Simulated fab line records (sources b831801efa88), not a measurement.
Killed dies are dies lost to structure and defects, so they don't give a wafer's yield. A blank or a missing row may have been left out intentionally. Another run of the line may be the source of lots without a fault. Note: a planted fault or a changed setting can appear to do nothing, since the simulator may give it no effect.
The tool behind it: which one? ; flow sky130 ; 11 lots with 33 wafers sampled at 5 steps, on a route of 708 steps

WHAT EACH GAUGE READ, for each wafer
SKY_POLY_CUT_OVL_MEAS_09.
lot;measured;on;POLY_CUT_OVL (nm)
L237;day 24 12:44;overlay-01;-4 0 -5
L238;day 24 15:31;overlay-01;-1 1 -4
L239;day 25 02:10;overlay-02;-1 -2 4
L240;day 25 07:56;overlay-02;-8 -14 -11
L248;day 28 15:46;overlay-01;0 4 -2
L252;day 30 05:49;overlay-01;2 4 1
L253;day 30 07:20;overlay-01;-8 -6 -5
L255;day 30 18:16;overlay-01;-6 -3 -6
L257;day 31 00:21;overlay-01;3 8 6
L258;day 31 19:40;overlay-02;-4 -4 0
L259;day 32 01:47;overlay-02;-10 -5 -8

WHICH TOOL RAN EACH LOT (tool, then ch and the chambers of the sampled wafers, then the start)
lot;SKY_FIELD_ISO_CMP_27;SKY_POLY_GATE_ETCH_16;SKY_POLY_GATE_STRIP_18;SKY_SPACER_ETCHBACK_02
L237;cmp-01 ch 1,3, day 2 14:16;rie-diel-01 ch 1,2, day 16 17:50;plasma-asher-01 ch 0,1, day 16 17:59;rie-diel-04 ch 0,2, day 23 07:24
L238;cmp-01 ch 0,1, day 2 20:59;rie-diel-02 ch 1,2,3, day 16 23:49;plasma-asher-04 ch 0,1, day 16 23:58;rie-diel-04 ch 0,1,2, day 23 09:51
L239;cmp-02 ch 1,2, day 3 01:16;rie-diel-01 ch 0,1, day 17 07:38;plasma-asher-04 ch 0,1, day 17 07:47;rie-diel-02 ch 2,3, day 23 20:32
L240;cmp-01 ch 0,3, day 3 06:26;rie-diel-02 ch 0,2,3, day 17 12:10;plasma-asher-04 ch 0, day 17 12:19;rie-diel-04 ch 1,3, day 24 02:28
L248;cmp-02 ch 0,1,2, day 5 04:49;rie-diel-01 ch 0,1,3, day 21 02:26;plasma-asher-01 ch 0,1, day 21 02:35;rie-diel-04 ch 1,2,3, day 27 12:11
L252;cmp-02 ch 0,3, day 5 22:45;rie-diel-03 ch 0,2,3, day 22 18:01;plasma-asher-01 ch 1, day 22 18:10;rie-diel-02 ch 0,3, day 29 01:12
L253;cmp-01 ch 0,2,3, day 6 01:37;rie-diel-02 ch 0,1, day 22 18:14;plasma-asher-02 ch 0,1, day 22 18:23;rie-diel-02 ch 1,3, day 29 03:27
L255;cmp-02 ch 1,2, day 6 14:56;rie-diel-03 ch 0,1, day 23 07:52;plasma-asher-02 ch 0,1, day 23 08:02;rie-diel-04 ch 1,2, day 29 13:50
L257;cmp-01 ch 2,3, day 6 21:10;rie-diel-03 ch 1,2,3, day 23 14:22;plasma-asher-01 ch 1, day 23 14:31;rie-diel-04 ch 1,2, day 29 20:38
L258;cmp-02 ch 0,1,3, day 7 07:49;rie-diel-01 ch 2,3, day 24 09:32;plasma-asher-02 ch 0,1, day 24 09:41;rie-diel-04 ch 0,2, day 30 16:25
L259;cmp-02 ch 1,2, day 7 12:05;rie-diel-01 ch 2,3, day 24 16:58;plasma-asher-04 ch 0,1, day 24 17:10;rie-diel-04 ch 2,3, day 30 21:49
- SKY_FIELD_ISO_CMP_27: polishes, stops on Si3N4, t overpolish 16 s, target thk 457.8 nm.
- SKY_POLY_GATE_ETCH_16: etches Si3N4 in CH3F/O2, stops on poly-Si, time 147.5 s, target depth 75 nm.
- SKY_POLY_GATE_STRIP_18: strips in O2/N2.
- SKY_SPACER_ETCHBACK_02: etches Si3N4 in CH3F/O2, stops on SiO2, time 46.7 s, target depth 45 nm.

WHAT THE TOOLS THEMSELVES READ (means of the sampled wafers that have a number; where no wafer has one, the mark that the record gives instead)
SKY_FIELD_ISO_CMP_27.
lot;tool;motor-current-A (A);overpolish-run-s (s);time-to-endpoint-s (s)
L237;cmp-01;10.7;16.012;115
L238;cmp-01;13.9;16.001;115
L239;cmp-02;11.5;15.999;112
L240;cmp-01;12.2;16.009;114
L248;cmp-02;11.6;15.998;114
L252;cmp-02;12.8;15.996;117
L253;cmp-01;12.7;15.996;117
L255;cmp-02;10.7;15.998;116
L257;cmp-01;12.4;15.999;115
L258;cmp-02;12.4;15.989;113
L259;cmp-02;11.0;16.008;114

SKY_POLY_GATE_ETCH_16.
lot;tool;drypump-motor-current-A (A);oes-product-au (a.u.);throttle-valve-pct (%)
L237;rie-diel-01;5.9;0.640;10.542
L238;rie-diel-02;6.2;0.633;10.534
L239;rie-diel-01;5.6;0.635;10.531
L240;rie-diel-02;6.0;0.640;10.514
L248;rie-diel-01;5.8;0.640;10.531
L252;rie-diel-03;5.8;0.642;10.537
L253;rie-diel-02;5.7;0.639;10.543
L255;rie-diel-03;5.5;0.638;10.531
L257;rie-diel-03;5.6;0.643;10.535
L258;rie-diel-01;6.3;0.644;10.538
L259;rie-diel-01;6.3;0.635;10.550

SKY_POLY_GATE_STRIP_18.
lot;tool;drypump-motor-current-A (A);oes-product-au (a.u.);strip-time-to-endpoint-s (s)
L237;plasma-asher-01;5.6;0.361;3.17
L238;plasma-asher-04;5.3;0.359;3.13
L239;plasma-asher-04;5.2;0.355;3.15
L240;plasma-asher-04;5.0;0.357;3.15
L248;plasma-asher-01;5.5;0.354;2.96
L252;plasma-asher-01;5.8;0.361;3.15
L253;plasma-asher-02;5.0;0.361;3.20
L255;plasma-asher-02;4.9;0.358;3.16
L257;plasma-asher-01;5.8;0.358;3.12
L258;plasma-asher-02;5.0;0.359;3.09
L259;plasma-asher-04;5.6;0.355;3.17

SKY_SPACER_ETCHBACK_02.
lot;tool;drypump-motor-current-A (A);oes-product-au (a.u.);throttle-valve-pct (%)
L237;rie-diel-04;6.0;0.866;10.566
L238;rie-diel-04;6.0;0.867;10.559
L239;rie-diel-02;6.3;0.846;10.563
L240;rie-diel-04;5.8;0.853;10.557
L248;rie-diel-04;5.6;0.839;10.560
L252;rie-diel-02;5.7;0.850;10.563
L253;rie-diel-02;6.0;0.850;10.558
L255;rie-diel-04;6.1;0.855;10.556
L257;rie-diel-04;6.0;0.856;10.563
L258;rie-diel-04;5.7;0.854;10.562
L259;rie-diel-04;5.3;0.853;10.554

THE ANSWER, worked out from the rows above alone
Rule: usual is defined by the lots themselves. Put in order of their means at a reading, lots are off if they are a third of the lots or fewer, leave a main group of 4 or more, and stand apart from it by a gap of 3 or more times the standard deviation of the main group's means; of several such gaps the widest counts. Not used: any main group whose means are identical at the precision the tables above print for the reading. A lot without any number at a reading at which 4 lots or more have one is off too. Any other lot the step has rows for is counted as sound. After the gauges, taken in route order, come the tools' own readings; for these a lot's mean is taken, as printed above. The first step at which some lot is off is used, and at that step the reading that is off furthest; a lot without a number counts as furthest.
Off: L248, at SKY_POLY_GATE_STRIP_18 (strip-time-to-endpoint-s). Main group: mean 3.15 s, sd 0.029.
A tool fits if, at that step or a process step before it, it ran every lot that is off, and no sound lot after the first of them. None of those tried fits.

WHAT THE SIMULATOR HAD PUT IN
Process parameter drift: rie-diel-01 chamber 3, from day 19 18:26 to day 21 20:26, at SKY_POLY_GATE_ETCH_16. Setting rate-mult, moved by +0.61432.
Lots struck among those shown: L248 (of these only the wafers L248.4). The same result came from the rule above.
